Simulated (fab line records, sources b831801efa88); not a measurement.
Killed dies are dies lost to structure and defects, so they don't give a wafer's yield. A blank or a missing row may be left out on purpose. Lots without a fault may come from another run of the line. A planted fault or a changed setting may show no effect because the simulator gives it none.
Chamber matching | flow gf180mcu | GF_V3_CMP_26 on cmp-02: 4 sister chambers
The step polishes, stops on SiO2, t overpolish 15 s, target thk 0 nm. 4 wafers are shown with their chamber, then 7 later ones without.

WAFERS WITH THEIR CHAMBER
wafer  | chamber | motor_current_A (A)
L135.6 | 0       | 10.5
L146.5 | 3       | 11.1
L149.1 | 2       | 10.1
L149.2 | 1       | 10.7

WAFERS WITHOUT THEIR CHAMBER
wafer  | motor_current_A (A)
L149.5 | 11.6
L150.2 | 11.1
L150.4 | 10.6
L150.6 | 10.5
L151.2 | 10.7
L151.3 | 11.6
L151.4 | 10.5

WHICH CHAMBER EACH WENT THROUGH
wafer  | from the rows above               | in truth
L149.5 | can't be placed: 3 or 1           | 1
L150.2 | can't be placed: 3 or 1           | 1
L150.4 | can't be placed: 0 or 1 or 2 or 3 | 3
L150.6 | can't be placed: 0 or 1 or 2      | 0
L151.2 | can't be placed: 1 or 0 or 3      | 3
L151.3 | can't be placed: 3 or 1           | 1
L151.4 | can't be placed: 0 or 1 or 2      | 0
Placed correctly: 0 of 7. Can't be placed from these rows: 7 (the true chamber is among the candidates in 7). Placed wrongly: 0.
How it was worked out, from the rows above alone: a wafer's distance from a chamber is the root of the sum, over the readings, of the square of ((its reading less the chamber's mean) divided by the reading's scatter). The wafer belongs to the nearest chamber; if the next one is less than 2 further off, it can't be placed. A chamber's mean is the mean of its shown wafers. The scatter: with one shown wafer a chamber, the root of the mean of the squares of how far each hidden wafer lies from its nearest shown one.
